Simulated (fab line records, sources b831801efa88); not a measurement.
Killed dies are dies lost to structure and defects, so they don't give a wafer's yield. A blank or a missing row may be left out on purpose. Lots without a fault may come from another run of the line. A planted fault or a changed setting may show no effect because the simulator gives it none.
Chamber matching | flow sky130 | SKY_METAL3_ETCH_17 on rie_diel-02: 4 sister chambers
The step etches SiO2 in C4F8/O2/Ar, stops on TiN, time 3.9 s, target depth 15 nm. 4 wafers are shown with their chamber, then 7 later ones without.

WAFERS WITH THEIR CHAMBER
wafer  | chamber | oes_product_au (a.u.)
L662.6 | 0       | 0.756
L663.1 | 1       | 0.748
L665.1 | 3       | 0.768
L665.2 | 2       | 0.759

WAFERS WITHOUT THEIR CHAMBER
wafer  | oes_product_au (a.u.)
L665.3 | 0.768
L666.1 | 0.735
L666.3 | 0.754
L666.5 | 0.752
L676.4 | 0.761
L676.5 | 0.757
L676.6 | 0.764

WHICH CHAMBER EACH WENT THROUGH
wafer  | from the rows above               | in truth
L665.3 | can't be placed: 3 or 2           | 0
L666.1 | can't be placed: 1 or 0           | 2
L666.3 | can't be placed: 0 or 2 or 1      | 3
L666.5 | can't be placed: 0 or 1 or 2      | 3
L676.4 | can't be placed: 2 or 0 or 3      | 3
L676.5 | can't be placed: 0 or 2 or 1 or 3 | 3
L676.6 | can't be placed: 3 or 2 or 0      | 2
Placed correctly: 0 of 7. Can't be placed from these rows: 7 (the true chamber is among the candidates in 3). Placed wrongly: 0.
How it was worked out, from the rows above alone: a wafer's distance from a chamber is the root of the sum, over the readings, of the square of ((its reading less the chamber's mean) divided by the reading's scatter). The wafer belongs to the nearest chamber; if the next one is less than 2 further off, it can't be placed. A chamber's mean is the mean of its shown wafers. The scatter: with one shown wafer a chamber, the root of the mean of the squares of how far each hidden wafer lies from its nearest shown one.
